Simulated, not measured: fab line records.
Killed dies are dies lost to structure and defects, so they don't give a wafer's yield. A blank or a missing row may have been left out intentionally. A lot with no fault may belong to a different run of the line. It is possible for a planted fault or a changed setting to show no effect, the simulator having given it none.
Which tool is to blame? || flow sky130 || 15 lots with 45 wafers sampled at 4 steps, on a route of 708 steps

## WHAT THE GAUGES SHOWED, per wafer
SKY_VT_ADJUST_LVTN_TW_MEAS_21. Usual: VT_ADJUST_LVTN_2_TW gives 187.6 (standard deviation 2.1).
{"lot": "L569", "measured": "day 7 19:53", "on": "film-metro-01", "VT_ADJUST_LVTN_2_TW": "186.7 185.6 187.1", "flag": ""}
{"lot": "L570", "measured": "day 8 07:54", "on": "film-metro-03", "VT_ADJUST_LVTN_2_TW": "186.4 186.2 185.9", "flag": ""}
{"lot": "L571", "measured": "day 9 07:21", "on": "film-metro-03", "VT_ADJUST_LVTN_2_TW": "29.8 29.8 29.7", "flag": "OFF"}
{"lot": "L572", "measured": "day 9 11:13", "on": "film-metro-01", "VT_ADJUST_LVTN_2_TW": "29.6 29.6 29.7", "flag": "OFF"}
{"lot": "L573", "measured": "day 9 13:40", "on": "film-metro-04", "VT_ADJUST_LVTN_2_TW": "30.3 30.2 30.3", "flag": "OFF"}
{"lot": "L574", "measured": "day 10 01:33", "on": "film-metro-04", "VT_ADJUST_LVTN_2_TW": "191.2 191.0 190.4", "flag": ""}
{"lot": "L581", "measured": "day 12 01:35", "on": "film-metro-04", "VT_ADJUST_LVTN_2_TW": "190.1 191.1 190.2", "flag": ""}
{"lot": "L582", "measured": "day 12 02:40", "on": "film-metro-04", "VT_ADJUST_LVTN_2_TW": "190.9 190.2 190.5", "flag": ""}
{"lot": "L583", "measured": "day 12 08:34", "on": "film-metro-01", "VT_ADJUST_LVTN_2_TW": "188.0 186.9 187.8", "flag": ""}
{"lot": "L584", "measured": "day 12 15:52", "on": "film-metro-01", "VT_ADJUST_LVTN_2_TW": "188.3 188.0 188.4", "flag": ""}
{"lot": "L585", "measured": "day 12 17:34", "on": "film-metro-03", "VT_ADJUST_LVTN_2_TW": "187.4 186.3 187.4", "flag": ""}
{"lot": "L586", "measured": "day 12 19:54", "on": "film-metro-01", "VT_ADJUST_LVTN_2_TW": "187.6 188.0 187.7", "flag": ""}
{"lot": "L588", "measured": "day 13 09:56", "on": "film-metro-04", "VT_ADJUST_LVTN_2_TW": "191.1 190.7 190.4", "flag": ""}
{"lot": "L590", "measured": "day 14 00:00", "on": "film-metro-01", "VT_ADJUST_LVTN_2_TW": "186.4 186.5 186.1", "flag": ""}
{"lot": "L591", "measured": "day 14 07:40", "on": "film-metro-01", "VT_ADJUST_LVTN_2_TW": "186.7 185.7 186.6", "flag": ""}

SKY_CONTACT_THK_MEAS_01. Usual: CONTACT_CVD_00_THK gives 74.3 nm (standard deviation 0.91).
{"lot": "L569", "measured": "day 30 16:48", "on": "film-metro-02", "CONTACT_CVD_00_THK (nm)": "73.7 73.8 75.9", "flag": ""}
{"lot": "L570", "measured": "day 31 05:38", "on": "film-metro-01", "CONTACT_CVD_00_THK (nm)": "73.3 74.9 75.4", "flag": ""}
{"lot": "L571", "measured": "day 32 06:31", "on": "film-metro-02", "CONTACT_CVD_00_THK (nm)": "73.2 74.1 75.6", "flag": ""}
{"lot": "L572", "measured": "day 32 15:16", "on": "film-metro-02", "CONTACT_CVD_00_THK (nm)": "74.2 74.8 75.0", "flag": ""}
{"lot": "L573", "measured": "day 33 01:05", "on": "film-metro-01", "CONTACT_CVD_00_THK (nm)": "72.9 74.0 73.7", "flag": ""}
{"lot": "L574", "measured": "day 33 10:35", "on": "film-metro-02", "CONTACT_CVD_00_THK (nm)": "75.4 75.8 76.0", "flag": ""}
{"lot": "L581", "measured": "day 35 14:08", "on": "film-metro-03", "CONTACT_CVD_00_THK (nm)": "73.9 74.7 74.5", "flag": ""}
{"lot": "L582", "measured": "day 35 16:41", "on": "film-metro-03", "CONTACT_CVD_00_THK (nm)": "73.6 73.8 75.3", "flag": ""}
{"lot": "L583", "measured": "day 35 21:59", "on": "film-metro-02", "CONTACT_CVD_00_THK (nm)": "74.6 73.1 74.6", "flag": ""}
{"lot": "L584", "measured": "day 36 01:59", "on": "film-metro-02", "CONTACT_CVD_00_THK (nm)": "73.2 74.5 73.8", "flag": ""}
{"lot": "L585", "measured": "day 36 03:35", "on": "film-metro-02", "CONTACT_CVD_00_THK (nm)": "75.2 75.3 76.7", "flag": ""}
{"lot": "L586", "measured": "day 36 07:23", "on": "film-metro-02", "CONTACT_CVD_00_THK (nm)": "73.1 74.5 74.9", "flag": ""}
{"lot": "L588", "measured": "day 37 02:17", "on": "film-metro-02", "CONTACT_CVD_00_THK (nm)": "74.2 75.5 75.0", "flag": ""}
{"lot": "L590", "measured": "day 37 16:15", "on": "film-metro-01", "CONTACT_CVD_00_THK (nm)": "75.0 74.6 74.5", "flag": ""}
{"lot": "L591", "measured": "day 37 18:14", "on": "film-metro-01", "CONTACT_CVD_00_THK (nm)": "73.4 75.4 75.3", "flag": ""}

## TOOL THAT RAN EACH LOT (tool first, then ch and the chambers of the sampled wafers, then the start)
{"lot": "L569", "SKY_VT_ADJUST_LVTN_STRIP_09": "plasma-asher-02 ch 0,1, day 7 00:16", "SKY_VT_ADJUST_LVTN_STRIP_20": "plasma-asher-04 ch 0,1, day 7 19:46"}
{"lot": "L570", "SKY_VT_ADJUST_LVTN_STRIP_09": "plasma-asher-04 ch 0,1, day 7 11:36", "SKY_VT_ADJUST_LVTN_STRIP_20": "plasma-asher-04 ch 0,1, day 8 07:48"}
{"lot": "L571", "SKY_VT_ADJUST_LVTN_STRIP_09": "plasma-asher-02 ch 0,1, day 8 09:39", "SKY_VT_ADJUST_LVTN_STRIP_20": "plasma-asher-01 ch 0,1, day 9 07:15"}
{"lot": "L572", "SKY_VT_ADJUST_LVTN_STRIP_09": "plasma-asher-01 ch 0,1, day 8 13:49", "SKY_VT_ADJUST_LVTN_STRIP_20": "plasma-asher-04 ch 0,1, day 9 11:07"}
{"lot": "L573", "SKY_VT_ADJUST_LVTN_STRIP_09": "plasma-asher-02 ch 0,1, day 8 15:46", "SKY_VT_ADJUST_LVTN_STRIP_20": "plasma-asher-02 ch 0,1, day 9 13:35"}
{"lot": "L574", "SKY_VT_ADJUST_LVTN_STRIP_09": "plasma-asher-02 ch 0,1, day 9 02:55", "SKY_VT_ADJUST_LVTN_STRIP_20": "plasma-asher-04 ch 0,1, day 10 01:27"}
{"lot": "L581", "SKY_VT_ADJUST_LVTN_STRIP_09": "plasma-asher-01 ch 0, day 11 00:51", "SKY_VT_ADJUST_LVTN_STRIP_20": "plasma-asher-01 ch 0,1, day 12 01:28"}
{"lot": "L582", "SKY_VT_ADJUST_LVTN_STRIP_09": "plasma-asher-04 ch 0,1, day 11 01:33", "SKY_VT_ADJUST_LVTN_STRIP_20": "plasma-asher-02 ch 0,1, day 12 02:34"}
{"lot": "L583", "SKY_VT_ADJUST_LVTN_STRIP_09": "plasma-asher-01 ch 0,1, day 11 08:03", "SKY_VT_ADJUST_LVTN_STRIP_20": "plasma-asher-04 ch 0,1, day 12 08:28"}
{"lot": "L584", "SKY_VT_ADJUST_LVTN_STRIP_09": "plasma-asher-02 ch 0,1, day 11 15:27", "SKY_VT_ADJUST_LVTN_STRIP_20": "plasma-asher-01 ch 0,1, day 12 15:45"}
{"lot": "L585", "SKY_VT_ADJUST_LVTN_STRIP_09": "plasma-asher-04 ch 0,1, day 11 17:16", "SKY_VT_ADJUST_LVTN_STRIP_20": "plasma-asher-02 ch 0,1, day 12 17:28"}
{"lot": "L586", "SKY_VT_ADJUST_LVTN_STRIP_09": "plasma-asher-02 ch 0,1, day 11 19:40", "SKY_VT_ADJUST_LVTN_STRIP_20": "plasma-asher-04 ch 0,1, day 12 19:48"}
{"lot": "L588", "SKY_VT_ADJUST_LVTN_STRIP_09": "plasma-asher-02 ch 0,1, day 12 09:09", "SKY_VT_ADJUST_LVTN_STRIP_20": "plasma-asher-04 ch 0,1, day 13 09:50"}
{"lot": "L590", "SKY_VT_ADJUST_LVTN_STRIP_09": "plasma-asher-01 ch 0,1, day 12 22:37", "SKY_VT_ADJUST_LVTN_STRIP_20": "plasma-asher-04 ch 0,1, day 13 23:54"}
{"lot": "L591", "SKY_VT_ADJUST_LVTN_STRIP_09": "plasma-asher-01 ch 0,1, day 13 05:39", "SKY_VT_ADJUST_LVTN_STRIP_20": "plasma-asher-02 ch 0,1, day 14 07:33"}
- SKY_VT_ADJUST_LVTN_STRIP_09: strips in O2/N2.
- SKY_VT_ADJUST_LVTN_STRIP_20: strips in O2/N2.

## WHAT THE TOOLS THEMSELVES READ (means of the sampled wafers that have a number; where no wafer has one, the mark that the record gives instead)
SKY_VT_ADJUST_LVTN_STRIP_09. Usual: chamber-pressure-mTorr 1500.0 mTorr, standard deviation 1.3; drypump-motor-current-A 5.76 A, standard deviation 0.11; oes-product-au 0.723 a.u., standard deviation 0.0042; strip-time-to-endpoint-s 36.94 s, standard deviation 0.094.
{"lot": "L569", "tool": "plasma-asher-02", "chamber-pressure-mTorr (mTorr)": 1499.2, "drypump-motor-current-A (A)": 5.65, "oes-product-au (a.u.)": 0.723, "strip-time-to-endpoint-s (s)": 36.91, "flag": ""}
{"lot": "L570", "tool": "plasma-asher-04", "chamber-pressure-mTorr (mTorr)": 1500.5, "drypump-motor-current-A (A)": 5.77, "oes-product-au (a.u.)": 0.722, "strip-time-to-endpoint-s (s)": 36.97, "flag": ""}
{"lot": "L571", "tool": "plasma-asher-02", "chamber-pressure-mTorr (mTorr)": "-", "drypump-motor-current-A (A)": "-", "oes-product-au (a.u.)": "-", "strip-time-to-endpoint-s (s)": "-", "flag": "OFF"}
{"lot": "L572", "tool": "plasma-asher-01", "chamber-pressure-mTorr (mTorr)": "-", "drypump-motor-current-A (A)": "-", "oes-product-au (a.u.)": "-", "strip-time-to-endpoint-s (s)": "-", "flag": "OFF"}
{"lot": "L573", "tool": "plasma-asher-02", "chamber-pressure-mTorr (mTorr)": "-", "drypump-motor-current-A (A)": "-", "oes-product-au (a.u.)": "-", "strip-time-to-endpoint-s (s)": "-", "flag": "OFF"}
{"lot": "L574", "tool": "plasma-asher-02", "chamber-pressure-mTorr (mTorr)": 1500.1, "drypump-motor-current-A (A)": 5.78, "oes-product-au (a.u.)": 0.722, "strip-time-to-endpoint-s (s)": 36.89, "flag": ""}
{"lot": "L581", "tool": "plasma-asher-01", "chamber-pressure-mTorr (mTorr)": 1499.5, "drypump-motor-current-A (A)": 5.84, "oes-product-au (a.u.)": 0.725, "strip-time-to-endpoint-s (s)": 36.90, "flag": ""}
{"lot": "L582", "tool": "plasma-asher-04", "chamber-pressure-mTorr (mTorr)": 1500.4, "drypump-motor-current-A (A)": 5.76, "oes-product-au (a.u.)": 0.720, "strip-time-to-endpoint-s (s)": 36.97, "flag": ""}
{"lot": "L583", "tool": "plasma-asher-01", "chamber-pressure-mTorr (mTorr)": 1501.6, "drypump-motor-current-A (A)": 5.78, "oes-product-au (a.u.)": 0.722, "strip-time-to-endpoint-s (s)": 36.99, "flag": ""}
{"lot": "L584", "tool": "plasma-asher-02", "chamber-pressure-mTorr (mTorr)": 1499.8, "drypump-motor-current-A (A)": 5.65, "oes-product-au (a.u.)": 0.724, "strip-time-to-endpoint-s (s)": 36.96, "flag": ""}
{"lot": "L585", "tool": "plasma-asher-04", "chamber-pressure-mTorr (mTorr)": 1499.5, "drypump-motor-current-A (A)": 5.74, "oes-product-au (a.u.)": 0.719, "strip-time-to-endpoint-s (s)": 36.99, "flag": ""}
{"lot": "L586", "tool": "plasma-asher-02", "chamber-pressure-mTorr (mTorr)": 1499.6, "drypump-motor-current-A (A)": 5.76, "oes-product-au (a.u.)": 0.720, "strip-time-to-endpoint-s (s)": 36.94, "flag": ""}
{"lot": "L588", "tool": "plasma-asher-02", "chamber-pressure-mTorr (mTorr)": 1499.8, "drypump-motor-current-A (A)": 5.67, "oes-product-au (a.u.)": 0.722, "strip-time-to-endpoint-s (s)": 37.05, "flag": ""}
{"lot": "L590", "tool": "plasma-asher-01", "chamber-pressure-mTorr (mTorr)": 1500.6, "drypump-motor-current-A (A)": 5.78, "oes-product-au (a.u.)": 0.718, "strip-time-to-endpoint-s (s)": 36.85, "flag": ""}
{"lot": "L591", "tool": "plasma-asher-01", "chamber-pressure-mTorr (mTorr)": 1499.5, "drypump-motor-current-A (A)": 5.79, "oes-product-au (a.u.)": 0.719, "strip-time-to-endpoint-s (s)": 37.02, "flag": ""}

SKY_VT_ADJUST_LVTN_STRIP_20. Usual: chamber-pressure-mTorr 1500.0 mTorr, standard deviation 1.3; drypump-motor-current-A 5.75 A, standard deviation 0.11; oes-product-au 0.716 a.u., standard deviation 0.0048; strip-time-to-endpoint-s 14.18 s, standard deviation 0.035.
{"lot": "L569", "tool": "plasma-asher-04", "chamber-pressure-mTorr (mTorr)": 1499.0, "drypump-motor-current-A (A)": 5.76, "oes-product-au (a.u.)": 0.719, "strip-time-to-endpoint-s (s)": 14.17, "flag": ""}
{"lot": "L570", "tool": "plasma-asher-04", "chamber-pressure-mTorr (mTorr)": 1498.9, "drypump-motor-current-A (A)": 5.76, "oes-product-au (a.u.)": 0.716, "strip-time-to-endpoint-s (s)": 14.16, "flag": ""}
{"lot": "L571", "tool": "plasma-asher-01", "chamber-pressure-mTorr (mTorr)": 1499.7, "drypump-motor-current-A (A)": 5.80, "oes-product-au (a.u.)": 0.722, "strip-time-to-endpoint-s (s)": 58.53, "flag": "OFF"}
{"lot": "L572", "tool": "plasma-asher-04", "chamber-pressure-mTorr (mTorr)": 1500.2, "drypump-motor-current-A (A)": 5.71, "oes-product-au (a.u.)": 0.732, "strip-time-to-endpoint-s (s)": 58.52, "flag": "OFF"}
{"lot": "L573", "tool": "plasma-asher-02", "chamber-pressure-mTorr (mTorr)": 1500.8, "drypump-motor-current-A (A)": 5.67, "oes-product-au (a.u.)": 0.721, "strip-time-to-endpoint-s (s)": 58.84, "flag": "OFF"}
{"lot": "L574", "tool": "plasma-asher-04", "chamber-pressure-mTorr (mTorr)": 1497.5, "drypump-motor-current-A (A)": 5.72, "oes-product-au (a.u.)": 0.717, "strip-time-to-endpoint-s (s)": 14.19, "flag": ""}
{"lot": "L581", "tool": "plasma-asher-01", "chamber-pressure-mTorr (mTorr)": 1500.4, "drypump-motor-current-A (A)": 5.79, "oes-product-au (a.u.)": 0.711, "strip-time-to-endpoint-s (s)": 14.19, "flag": ""}
{"lot": "L582", "tool": "plasma-asher-02", "chamber-pressure-mTorr (mTorr)": 1500.1, "drypump-motor-current-A (A)": 5.65, "oes-product-au (a.u.)": 0.717, "strip-time-to-endpoint-s (s)": 14.24, "flag": ""}
{"lot": "L583", "tool": "plasma-asher-04", "chamber-pressure-mTorr (mTorr)": 1500.0, "drypump-motor-current-A (A)": 5.72, "oes-product-au (a.u.)": 0.719, "strip-time-to-endpoint-s (s)": 14.19, "flag": ""}
{"lot": "L584", "tool": "plasma-asher-01", "chamber-pressure-mTorr (mTorr)": 1499.6, "drypump-motor-current-A (A)": 5.82, "oes-product-au (a.u.)": 0.718, "strip-time-to-endpoint-s (s)": 14.17, "flag": ""}
{"lot": "L585", "tool": "plasma-asher-02", "chamber-pressure-mTorr (mTorr)": 1499.3, "drypump-motor-current-A (A)": 5.65, "oes-product-au (a.u.)": 0.717, "strip-time-to-endpoint-s (s)": 14.13, "flag": ""}
{"lot": "L586", "tool": "plasma-asher-04", "chamber-pressure-mTorr (mTorr)": 1500.0, "drypump-motor-current-A (A)": 5.72, "oes-product-au (a.u.)": 0.712, "strip-time-to-endpoint-s (s)": 14.20, "flag": ""}
{"lot": "L588", "tool": "plasma-asher-04", "chamber-pressure-mTorr (mTorr)": 1500.2, "drypump-motor-current-A (A)": 5.77, "oes-product-au (a.u.)": 0.716, "strip-time-to-endpoint-s (s)": 14.19, "flag": ""}
{"lot": "L590", "tool": "plasma-asher-04", "chamber-pressure-mTorr (mTorr)": 1500.9, "drypump-motor-current-A (A)": 5.79, "oes-product-au (a.u.)": 0.714, "strip-time-to-endpoint-s (s)": 14.16, "flag": ""}
{"lot": "L591", "tool": "plasma-asher-02", "chamber-pressure-mTorr (mTorr)": 1501.0, "drypump-motor-current-A (A)": 5.78, "oes-product-au (a.u.)": 0.717, "strip-time-to-endpoint-s (s)": 14.21, "flag": ""}

## THE ANSWER, worked out from the rows above alone
Rule: a lot counts as off when the mean over its wafers that have a number is more than 3 standard deviations away from the usual mean. Also off: a lot with no number at a reading for which 4 or more lots have one. Any other lot the step has rows for is counted as sound. After the gauges, taken in route order, come the tools' own readings; for these a lot's mean is taken, as printed above. The first step at which some lot is off is used, and at that step the reading that is off furthest; a lot without a number counts as furthest.
Off: L571, L572, L573, seen at SKY_VT_ADJUST_LVTN_TW_MEAS_21 (VT_ADJUST_LVTN_2_TW).
If a tool, at a process step before that reading, ran all the lots that are off and no sound lot after the first of them, it fits. The gauges at SKY_VT_ADJUST_LVTN_TW_MEAS_21 aren't tried: what is off there is off at SKY_VT_ADJUST_LVTN_STRIP_09 too, on other tools, and a gauge's error can't cause that. Of those tried, none fits.

## WHAT HAD BEEN PUT IN BY THE SIMULATOR
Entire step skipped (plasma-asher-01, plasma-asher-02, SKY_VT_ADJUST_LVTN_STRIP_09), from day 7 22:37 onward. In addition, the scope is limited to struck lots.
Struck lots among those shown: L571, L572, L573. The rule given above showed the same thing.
